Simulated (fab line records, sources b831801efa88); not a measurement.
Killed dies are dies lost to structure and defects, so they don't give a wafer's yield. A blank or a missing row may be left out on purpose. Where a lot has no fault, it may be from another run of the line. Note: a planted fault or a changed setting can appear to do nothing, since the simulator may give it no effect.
Which tool did it? / flow sky130 / 39 wafers from 13 lots sampled at 5 of the route's 708 steps

## WHAT THE GAUGES SHOWED, per wafer
SKY_VT_ADJUST_PCH_OVL_MEAS_07. Usual: VT_ADJUST_PCH_OVL -0.3 nm, standard deviation 1.4.
lot=L889; measured=day 10 19:34; on=overlay-01; VT_ADJUST_PCH_OVL (nm)=0.6 -0.7 -0.3; flag=
lot=L890; measured=day 11 03:58; on=overlay-01; VT_ADJUST_PCH_OVL (nm)=-1.0 -0.6 0.8; flag=
lot=L891; measured=day 11 12:33; on=overlay-02; VT_ADJUST_PCH_OVL (nm)=-2.8 -0.2 -0.2; flag=
lot=L893; measured=day 12 03:57; on=overlay-02; VT_ADJUST_PCH_OVL (nm)=0.6 -1.4 -1.0; flag=
lot=L894; measured=day 12 09:59; on=overlay-02; VT_ADJUST_PCH_OVL (nm)=2.4 0.9 0.0; flag=
lot=L896; measured=day 13 07:16; on=overlay-02; VT_ADJUST_PCH_OVL (nm)=-1.1 0.6 -0.4; flag=
lot=L897; measured=day 13 07:55; on=overlay-01; VT_ADJUST_PCH_OVL (nm)=0.9 -0.9 -0.9; flag=
lot=L898; measured=day 13 16:59; on=overlay-02; VT_ADJUST_PCH_OVL (nm)=1.4 2.5 1.6; flag=
lot=L899; measured=day 13 23:48; on=overlay-02; VT_ADJUST_PCH_OVL (nm)=0.8 -0.5 -0.8; flag=
lot=L902; measured=day 14 21:14; on=overlay-01; VT_ADJUST_PCH_OVL (nm)=0.7 -0.3 0.5; flag=
lot=L903; measured=day 15 04:03; on=overlay-02; VT_ADJUST_PCH_OVL (nm)=-0.1 1.4 0.6; flag=
lot=L904; measured=day 15 20:31; on=overlay-02; VT_ADJUST_PCH_OVL (nm)=-3.2 -2.6 -3.1; flag=
lot=L905; measured=day 16 04:06; on=overlay-01; VT_ADJUST_PCH_OVL (nm)=1.5 1.4 1.5; flag=

SKY_SONOS_TUNNEL_TW_MEAS_12. Usual: SONOS_TUNNEL_TW 197.8, standard deviation 1.6.
lot=L889; measured=day 11 19:50; on=film-metro-01; SONOS_TUNNEL_TW=199.4 199.4 199.7; flag=
lot=L890; measured=day 12 04:40; on=film-metro-02; SONOS_TUNNEL_TW=197.5 197.1 197.0; flag=
lot=L891; measured=day 12 12:49; on=film-metro-04; SONOS_TUNNEL_TW=195.3 195.2 195.3; flag=
lot=L893; measured=day 13 05:16; on=film-metro-01; SONOS_TUNNEL_TW=199.0 198.7 198.9; flag=
lot=L894; measured=day 13 11:45; on=film-metro-02; SONOS_TUNNEL_TW=196.7 196.8 197.5; flag=
lot=L896; measured=day 14 09:22; on=film-metro-02; SONOS_TUNNEL_TW=197.5 197.4 197.0; flag=
lot=L897; measured=day 14 10:16; on=film-metro-01; SONOS_TUNNEL_TW=201.2 200.7 201.5; flag=
lot=L898; measured=day 14 18:47; on=film-metro-02; SONOS_TUNNEL_TW=198.9 197.7 197.2; flag=
lot=L899; measured=day 15 01:23; on=film-metro-02; SONOS_TUNNEL_TW=197.9 197.1 198.3; flag=
lot=L902; measured=day 16 00:03; on=film-metro-02; SONOS_TUNNEL_TW=198.3 198.6 197.7; flag=
lot=L903; measured=day 16 08:04; on=film-metro-01; SONOS_TUNNEL_TW=198.2 198.0 197.5; flag=
lot=L904; measured=day 17 00:27; on=film-metro-04; SONOS_TUNNEL_TW=194.8 194.9 195.2; flag=
lot=L905; measured=day 17 09:03; on=film-metro-02; SONOS_TUNNEL_TW=198.1 199.6 199.1; flag=

SKY_GATE_OXIDE_TW_MEAS_14. Usual: GATE_OXIDE_TW 222.8, standard deviation 2.4.
lot=L889; measured=day 14 06:14; on=film-metro-02; GATE_OXIDE_TW=224.8 224.0 224.0; flag=
lot=L890; measured=day 14 13:41; on=film-metro-02; GATE_OXIDE_TW=223.4 224.6 225.6; flag=
lot=L891; measured=day 15 00:25; on=film-metro-02; GATE_OXIDE_TW=225.4 225.2 225.0; flag=
lot=L893; measured=day 15 22:13; on=film-metro-04; GATE_OXIDE_TW=221.8 222.4 223.1; flag=
lot=L894; measured=day 15 21:53; on=film-metro-03; GATE_OXIDE_TW=222.0 221.5 221.4; flag=
lot=L896; measured=day 17 09:41; on=film-metro-03; GATE_OXIDE_TW=220.2 219.2 219.6; flag=
lot=L897; measured=day 17 10:01; on=film-metro-04; GATE_OXIDE_TW=222.7 221.4 222.5; flag=
lot=L898; measured=day 17 12:39; on=film-metro-02; GATE_OXIDE_TW=226.6 224.8 225.8; flag=
lot=L899; measured=day 17 20:18; on=film-metro-02; GATE_OXIDE_TW=225.5 225.2 225.5; flag=
lot=L902; measured=day 18 19:20; on=film-metro-03; GATE_OXIDE_TW=319.2 319.6 320.4; flag=OFF
lot=L903; measured=day 19 03:00; on=film-metro-02; GATE_OXIDE_TW=327.2 330.2 328.1; flag=OFF
lot=L904; measured=day 19 18:12; on=film-metro-02; GATE_OXIDE_TW=330.1 328.8 329.7; flag=OFF
lot=L905; measured=day 20 09:05; on=film-metro-04; GATE_OXIDE_TW=324.6 326.7 323.5; flag=OFF

## WHAT TOOL EACH LOT RAN ON (gives the tool, then ch and the chambers of the sampled wafers, and finally the start)
lot=L889; SKY_VT_ADJUST_PCH_STRIP_09=plasma-asher-03 ch 0,1, day 10 19:46; SKY_GATE_OXIDE_IMPLANT_11=implanter-03 ch 0, day 14 05:56
lot=L890; SKY_VT_ADJUST_PCH_STRIP_09=plasma-asher-03 ch 0,1, day 11 04:09; SKY_GATE_OXIDE_IMPLANT_11=implanter-01 ch 0, day 14 13:20
lot=L891; SKY_VT_ADJUST_PCH_STRIP_09=plasma-asher-03 ch 0,1, day 11 12:44; SKY_GATE_OXIDE_IMPLANT_11=implanter-01 ch 0, day 15 00:05
lot=L893; SKY_VT_ADJUST_PCH_STRIP_09=plasma-asher-02 ch 0,1, day 12 04:09; SKY_GATE_OXIDE_IMPLANT_11=implanter-03 ch 0, day 15 21:55
lot=L894; SKY_VT_ADJUST_PCH_STRIP_09=plasma-asher-03 ch 0,1, day 12 10:10; SKY_GATE_OXIDE_IMPLANT_11=implanter-01 ch 0, day 15 21:32
lot=L896; SKY_VT_ADJUST_PCH_STRIP_09=plasma-asher-03 ch 0,1, day 13 07:27; SKY_GATE_OXIDE_IMPLANT_11=implanter-04 ch 0, day 17 09:20
lot=L897; SKY_VT_ADJUST_PCH_STRIP_09=plasma-asher-03 ch 1, day 13 08:06; SKY_GATE_OXIDE_IMPLANT_11=implanter-03 ch 0, day 17 09:40
lot=L898; SKY_VT_ADJUST_PCH_STRIP_09=plasma-asher-03 ch 0,1, day 13 17:10; SKY_GATE_OXIDE_IMPLANT_11=implanter-03 ch 0, day 17 12:19
lot=L899; SKY_VT_ADJUST_PCH_STRIP_09=plasma-asher-01 ch 0,1, day 13 23:59; SKY_GATE_OXIDE_IMPLANT_11=implanter-03 ch 0, day 17 19:57
lot=L902; SKY_VT_ADJUST_PCH_STRIP_09=plasma-asher-02 ch 0,1, day 14 21:25; SKY_GATE_OXIDE_IMPLANT_11=implanter-01 ch 0, day 18 18:59
lot=L903; SKY_VT_ADJUST_PCH_STRIP_09=plasma-asher-01 ch 0,1, day 15 04:14; SKY_GATE_OXIDE_IMPLANT_11=implanter-03 ch 0, day 19 02:39
lot=L904; SKY_VT_ADJUST_PCH_STRIP_09=plasma-asher-03 ch 0,1, day 15 20:42; SKY_GATE_OXIDE_IMPLANT_11=implanter-01 ch 0, day 19 17:52
lot=L905; SKY_VT_ADJUST_PCH_STRIP_09=plasma-asher-03 ch 0,1, day 16 04:17; SKY_GATE_OXIDE_IMPLANT_11=implanter-03 ch 0, day 20 08:44
- SKY_VT_ADJUST_PCH_STRIP_09: strips in O2/N2.
- SKY_GATE_OXIDE_IMPLANT_11

## WHAT THE TOOLS THEMSELVES READ (means of the sampled wafers that have a number; where no wafer has one, the mark that the record gives instead)
SKY_VT_ADJUST_PCH_STRIP_09. Usual: drypump-motor-current-A 5.9 A, standard deviation 0.33; oes-product-au 0.723 a.u., standard deviation 0.0044; strip-time-to-endpoint-s 36.92 s, standard deviation 0.13.
lot=L889; tool=plasma-asher-03; drypump-motor-current-A (A)=6.0; oes-product-au (a.u.)=0.725; strip-time-to-endpoint-s (s)=37.05; flag=
lot=L890; tool=plasma-asher-03; drypump-motor-current-A (A)=6.0; oes-product-au (a.u.)=0.723; strip-time-to-endpoint-s (s)=36.89; flag=
lot=L891; tool=plasma-asher-03; drypump-motor-current-A (A)=6.0; oes-product-au (a.u.)=0.720; strip-time-to-endpoint-s (s)=36.97; flag=
lot=L893; tool=plasma-asher-02; drypump-motor-current-A (A)=6.1; oes-product-au (a.u.)=0.724; strip-time-to-endpoint-s (s)=36.98; flag=
lot=L894; tool=plasma-asher-03; drypump-motor-current-A (A)=6.0; oes-product-au (a.u.)=0.721; strip-time-to-endpoint-s (s)=37.05; flag=
lot=L896; tool=plasma-asher-03; drypump-motor-current-A (A)=6.0; oes-product-au (a.u.)=0.727; strip-time-to-endpoint-s (s)=37.06; flag=
lot=L897; tool=plasma-asher-03; drypump-motor-current-A (A)=6.1; oes-product-au (a.u.)=0.723; strip-time-to-endpoint-s (s)=37.01; flag=
lot=L898; tool=plasma-asher-03; drypump-motor-current-A (A)=6.0; oes-product-au (a.u.)=0.718; strip-time-to-endpoint-s (s)=36.91; flag=
lot=L899; tool=plasma-asher-01; drypump-motor-current-A (A)=5.6; oes-product-au (a.u.)=0.724; strip-time-to-endpoint-s (s)=36.95; flag=
lot=L902; tool=plasma-asher-02; drypump-motor-current-A (A)=5.9; oes-product-au (a.u.)=0.723; strip-time-to-endpoint-s (s)=36.83; flag=
lot=L903; tool=plasma-asher-01; drypump-motor-current-A (A)=5.6; oes-product-au (a.u.)=0.725; strip-time-to-endpoint-s (s)=36.95; flag=
lot=L904; tool=plasma-asher-03; drypump-motor-current-A (A)=6.0; oes-product-au (a.u.)=0.724; strip-time-to-endpoint-s (s)=37.15; flag=
lot=L905; tool=plasma-asher-03; drypump-motor-current-A (A)=6.0; oes-product-au (a.u.)=0.722; strip-time-to-endpoint-s (s)=36.93; flag=

## THE ANSWER, worked out from the rows above alone
Rule: lot off if the mean of its wafers having a number is beyond 3 standard deviations from the usual mean. A lot without any number at a reading at which 4 lots or more have one is off too. The other lots that the step has rows for count as sound. First the gauges in route order, then the tools' own readings, where a lot's mean is used as printed above. At the first step where some lot is off, the reading lying furthest off is the one used; lots without a number count as furthest.
Off: L902, L903, L904, L905, seen at SKY_GATE_OXIDE_TW_MEAS_14 (GATE_OXIDE_TW).
A tool fits if, at a process step before that reading, it ran every lot that is off, and no sound lot after the first of them. Those tools and the gauges at SKY_GATE_OXIDE_TW_MEAS_14 are tried in the same way. No candidate that was tried fits.

## WHAT THE SIMULATOR PUT IN
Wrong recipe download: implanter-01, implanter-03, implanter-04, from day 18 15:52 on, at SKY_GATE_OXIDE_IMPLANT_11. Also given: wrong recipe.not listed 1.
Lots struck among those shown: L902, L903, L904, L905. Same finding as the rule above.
